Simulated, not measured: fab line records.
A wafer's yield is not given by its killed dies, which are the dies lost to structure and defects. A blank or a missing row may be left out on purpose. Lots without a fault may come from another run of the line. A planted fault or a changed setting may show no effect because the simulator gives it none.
Which tool is to blame? :: flow gf180mcu :: 39 wafers from 13 lots sampled at 2 of the route's 602 steps

## WHAT THE GAUGES READ, wafer by wafer
GF_M2_CD_MEAS_14: the cd target is 280 nm. Usual: 280.0 nm for cd-nm, sd 1.4.
lot: L857
measured: day 19 09:10
on: cd-sem-01
cd-nm (nm): 278.6 278.6 278.8
flag: 

lot: L858
measured: day 19 15:52
on: cd-sem-01
cd-nm (nm): 281.5 281.7 281.0
flag: 

lot: L859
measured: day 20 00:27
on: cd-sem-02
cd-nm (nm): 278.4 279.4 278.6
flag: 

lot: L860
measured: day 20 09:54
on: cd-sem-01
cd-nm (nm): 279.7 278.6 279.3
flag: 

lot: L861
measured: day 20 21:38
on: cd-sem-02
cd-nm (nm): 280.8 280.2 281.0
flag: 

lot: L870
measured: day 24 00:32
on: cd-sem-01
cd-nm (nm): 281.7 280.3 281.9
flag: 

lot: L871
measured: day 24 07:39
on: cd-sem-01
cd-nm (nm): 281.9 282.8 281.2
flag: 

lot: L872
measured: day 24 14:47
on: cd-sem-01
cd-nm (nm): 279.5 279.5 280.4
flag: 

lot: L873
measured: day 25 05:30
on: cd-sem-02
cd-nm (nm): 279.2 278.9 278.7
flag: 

lot: L875
measured: day 25 13:55
on: cd-sem-01
cd-nm (nm): 279.4 278.3 280.4
flag: 

lot: L877
measured: day 26 05:45
on: cd-sem-02
cd-nm (nm): 278.4 278.8 278.5
flag: 

lot: L878
measured: day 26 13:51
on: cd-sem-02
cd-nm (nm): 282.6 281.0 280.7
flag: 

lot: L880
measured: day 27 01:05
on: cd-sem-01
cd-nm (nm): 279.7 279.8 280.2
flag: 

## WHAT TOOL EACH LOT RAN ON (gives the tool, then ch and the chambers of the sampled wafers, and finally the start)
lot: L857
GF_M2_SPUTTER_03: pvd-sputter-04, day 18 08:40

lot: L858
GF_M2_SPUTTER_03: pvd-sputter-04, day 18 14:56

lot: L859
GF_M2_SPUTTER_03: pvd-sputter-04, day 19 00:10

lot: L860
GF_M2_SPUTTER_03: pvd-sputter-03, day 19 09:59

lot: L861
GF_M2_SPUTTER_03: pvd-sputter-03, day 19 21:26

lot: L870
GF_M2_SPUTTER_03: pvd-sputter-03, day 23 01:49

lot: L871
GF_M2_SPUTTER_03: pvd-sputter-03, day 23 10:08

lot: L872
GF_M2_SPUTTER_03: pvd-sputter-02, day 23 16:16

lot: L873
GF_M2_SPUTTER_03: pvd-sputter-04, day 24 06:43

lot: L875
GF_M2_SPUTTER_03: pvd-sputter-02, day 24 16:55

lot: L877
GF_M2_SPUTTER_03: pvd-sputter-02, day 25 08:10

lot: L878
GF_M2_SPUTTER_03: pvd-sputter-02, day 25 16:39

lot: L880
GF_M2_SPUTTER_03: pvd-sputter-04, day 26 04:07
- GF_M2_SPUTTER_03: material Ti, target thk 10 nm, time 6.7 s.

## AS READ BY THE TOOLS THEMSELVES (means over the sampled wafers that have a number; for cases with no such wafer, the mark the record gives instead)
GF_M2_SPUTTER_03. Usual: cathode-dc-power-W 2999.9 W, standard deviation 0.56; chamber-pressure-pa 0.2999 Pa, standard deviation 0.00061; throttle-valve-pct 30.2 %, standard deviation 1.
lot: L857
tool: pvd-sputter-04
cathode-dc-power-W (W): 2999.8
chamber-pressure-pa (Pa): 0.3005
throttle-valve-pct (%): 31.1
flag: 

lot: L858
tool: pvd-sputter-04
cathode-dc-power-W (W): 2999.7
chamber-pressure-pa (Pa): 0.2998
throttle-valve-pct (%): 29.3
flag: 

lot: L859
tool: pvd-sputter-04
cathode-dc-power-W (W): 2999.4
chamber-pressure-pa (Pa): 0.2999
throttle-valve-pct (%): 29.7
flag: 

lot: L860
tool: pvd-sputter-03
cathode-dc-power-W (W): 2999.8
chamber-pressure-pa (Pa): 0.3000
throttle-valve-pct (%): 30.2
flag: 

lot: L861
tool: pvd-sputter-03
cathode-dc-power-W (W): 2999.7
chamber-pressure-pa (Pa): 0.3001
throttle-valve-pct (%): 30.3
flag: 

lot: L870
tool: pvd-sputter-03
cathode-dc-power-W (W): 2999.8
chamber-pressure-pa (Pa): 0.2998
throttle-valve-pct (%): 30.1
flag: 

lot: L871
tool: pvd-sputter-03
cathode-dc-power-W (W): 2999.7
chamber-pressure-pa (Pa): 0.3000
throttle-valve-pct (%): 29.8
flag: 

lot: L872
tool: pvd-sputter-02
cathode-dc-power-W (W): 3000.1
chamber-pressure-pa (Pa): 0.2997
throttle-valve-pct (%): 30.3
flag: 

lot: L873
tool: pvd-sputter-04
cathode-dc-power-W (W): 2999.5
chamber-pressure-pa (Pa): 0.3000
throttle-valve-pct (%): 29.4
flag: 

lot: L875
tool: pvd-sputter-02
cathode-dc-power-W (W): 2999.8
chamber-pressure-pa (Pa): 0.3003
throttle-valve-pct (%): 30.8
flag: 

lot: L877
tool: pvd-sputter-02
cathode-dc-power-W (W): 2999.8
chamber-pressure-pa (Pa): 0.2999
throttle-valve-pct (%): 30.3
flag: 

lot: L878
tool: pvd-sputter-02
cathode-dc-power-W (W): 2999.5
chamber-pressure-pa (Pa): 0.3002
throttle-valve-pct (%): 30.5
flag: 

lot: L880
tool: pvd-sputter-04
cathode-dc-power-W (W): 2999.4
chamber-pressure-pa (Pa): 0.3002
throttle-valve-pct (%): 31.2
flag: 

## THE ANSWER, worked out from the rows above alone
Rule: lot off if the mean of its wafers having a number is beyond 3 standard deviations from the usual mean. Also off: a lot with no number at a reading for which 4 or more lots have one. Any other lot the step has rows for is counted as sound. After the gauges, taken in route order, come the tools' own readings; for these a lot's mean is taken, as printed above. At the first step where some lot is off, the reading lying furthest off is the one used; lots without a number count as furthest.
Across all readings shown, no lot is off: no conclusion can be drawn from this.

## WHAT THE SIMULATOR HAD PUT IN
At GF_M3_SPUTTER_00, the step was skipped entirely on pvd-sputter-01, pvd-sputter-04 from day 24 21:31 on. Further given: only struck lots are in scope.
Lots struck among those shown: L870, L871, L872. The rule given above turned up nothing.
